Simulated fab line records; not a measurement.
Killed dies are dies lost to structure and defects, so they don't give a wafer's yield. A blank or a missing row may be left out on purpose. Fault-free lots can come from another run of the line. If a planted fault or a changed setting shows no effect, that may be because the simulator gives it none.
Struck lot and sound lot, side by side -- flow gf180mcu -- 26 out of 602 route steps
Sound: wafers L922.4, L922.5, L922.6. The struck wafers were L933.4, L933.5. The cause comes at the end.
Per side, at each step with rows, come the tool, then ch with its chambers, and then its first start. Under that, the readings that differ: sound wafers -- struck wafers -- difference of the means -- sigmas: that difference in standard deviations of wafers without a fault.
alike: readings with means less than 2 such deviations apart, plus words and numbers identical on both sides. not compared: withheld readings, readings lacking a value on some wafer, bounds such as >300 that could conceal the same value, and numbers that have no deviation in the record and whose values overlap.
The two part at a step that has a row with sigmas, a row that says differs or no value, or rows on one side only. When numbers do not overlap yet have no deviation, they are printed without sigmas and do not part them. A reading missing from all wafers of one side parts the sides only when that side holds two or more wafers.

GF_V4_CVD_23: deposits W, target thk 350 nm, time 104.9 s.
  sound on cvd_w-02 ch 0,1, day 25 17:38; struck on cvd_w-01 ch 0, day 29 12:50
  alike: heater_power_w
GF_V4_RS_MEAS_24: the measuring method here is four-point-probe.
  sound on film_metro-04 at day 25 17:46; struck on film_metro-03 at day 29 12:58
  alike: V4_W_RS
GF_V4_THK_MEAS_25: measures by xrf.
  sound on film_metro-04 at day 25 17:51; struck on film_metro-03 at day 29 13:04
  alike: V4_W_THK
then, 1 step without rows for these wafers: GF_V4_CMP_26 (polishes, stops on SiO2, t overpolish 15 s, target thk 0 nm).
GF_MIM_SPUTTER_00: material Ti, target thk 37.5 nm, time 150 s.
  sound on pvd_sputter-02 at day 25 18:11; struck on pvd_sputter-01 at day 29 13:23
  alike: chamber_pressure_pa, throttle_valve_pct
GF_MIM_SPUTTER_01: material TiN, target thk 30 nm, time 25 s.
  sound on pvd_sputter-02 at day 25 18:17; struck on pvd_sputter-01 at day 29 13:29
  alike: chamber_pressure_pa, throttle_valve_pct
then, 1 step without rows for these wafers: GF_MIM_SPUTTER_02 (material AlCu, target thk 450 nm, time 23.9 s).
GF_MIM_SPUTTER_03: material Ti, target thk 10 nm, time 6.7 s.
  sound on pvd_sputter-02 at day 25 18:20; struck on pvd_sputter-01 at day 29 13:33
  alike: chamber_pressure_pa, throttle_valve_pct
GF_MIM_SPUTTER_04: material TiN, target thk 50 nm, time 41.7 s.
  sound on pvd_sputter-02 at day 25 18:22; struck on pvd_sputter-01 at day 29 13:34
  alike: chamber_pressure_pa, throttle_valve_pct
then, 1 step without rows for these wafers: GF_MIM_CVD_05 (deposits Si3N4, target thk 42 nm, time 29.086 s).
GF_MIM_THK_MEAS_06:
  sound on film_metro-02 at day 25 18:28; struck on film_metro-02 at day 29 13:40
  alike: MIM_CVD_05_THK
then, 1 step without rows for these wafers: GF_MIM_SPUTTER_07 (material TiN, target thk 60 nm, time 50 s).
GF_MIM_SPUTTER_08: material AlCu, target thk 200 nm, time 10.6 s.
  sound on pvd_sputter-01 at day 25 18:33; struck on pvd_sputter-02 at day 29 13:45
reading,sound,struck,difference,sigmas
model.AlCu_of_MIM_SPUTTER_08.thk_nm (nm),203.8 205.5 203.2,353.7 352,+148.7,
  alike: chamber_pressure_pa, throttle_valve_pct
then, 1 step without rows for these wafers: GF_MIM_SPUTTER_09 (material TiN, target thk 35 nm, time 29.2 s).
GF_MIM_RS_MEAS_10: the measuring method here is four-point-probe.
  sound on film_metro-04 at day 25 18:40; struck on film_metro-01 at day 29 13:52
reading,sound,struck,difference,sigmas
MIM_ALCU_RS (ohm/sq),0.1573 0.1556 0.1578,0.0888 0.0894,-0.0678,-40
GF_MIM_THK_MEAS_11: measures by xrf.
  sound on film_metro-04 at day 25 18:45; struck on film_metro-01 at day 29 13:57
reading,sound,struck,difference,sigmas
MIM_ALCU_THK (nm),204.1 203.5 200.7,351.3 351.0,+148.4,+67
then, 7 steps without rows for these wafers: GF_MIM_DEHYDRATE_12 (time 60 s); GF_MIM_HMDS_13 (prime time 60 s); GF_MIM_COAT_14 (resist thk 1000 nm); GF_MIM_SOFTBAKE_15 (time 60 s); GF_MIM_EXPOSE_16 (exposes mask FuseTop, target cd 2000 nm); GF_MIM_PEB_17; GF_MIM_DEVELOP_18 (develop time 60 s).
GF_MIM_METAL_ETCH_19: etches the open film in Cl2/BCl3, stops on Si3N4, target depth 324.5 nm, time 54.1 s.
  sound on rie_metal-04 ch 0,1, day 26 16:15; struck on rie_metal-03 ch 1, day 30 08:27
reading,sound,struck,difference,sigmas
oes_product_au (a.u.),0.942 0.945 0.947,0.993 0.995,+0.049,+8
throttle_valve_pct (%),28.273 28.287 28.272,28.226 28.212,-0.058,-6
  alike: drypump_motor_current_A
  not compared: rf_hours_counter_h
then, 1 step without rows for these wafers: GF_MIM_STRIP_20 (strips in O2/N2).
-- the record jumps here: 3 days lie between the struck wafers' starts before and after (it left off in module MIM and takes up again in module PASSIVATION, whose first step shown is number 602 of the route) --
GF_PASSIVATION_PROBE_99:
  only the struck wafers here have rows in the record (prober-02, day 33 11:04); the sound ones have none

WHERE THEY PART
First at GF_MIM_RS_MEAS_10; last, within this record, at GF_PASSIVATION_PROBE_99.

WHY: what had been put in by the simulator
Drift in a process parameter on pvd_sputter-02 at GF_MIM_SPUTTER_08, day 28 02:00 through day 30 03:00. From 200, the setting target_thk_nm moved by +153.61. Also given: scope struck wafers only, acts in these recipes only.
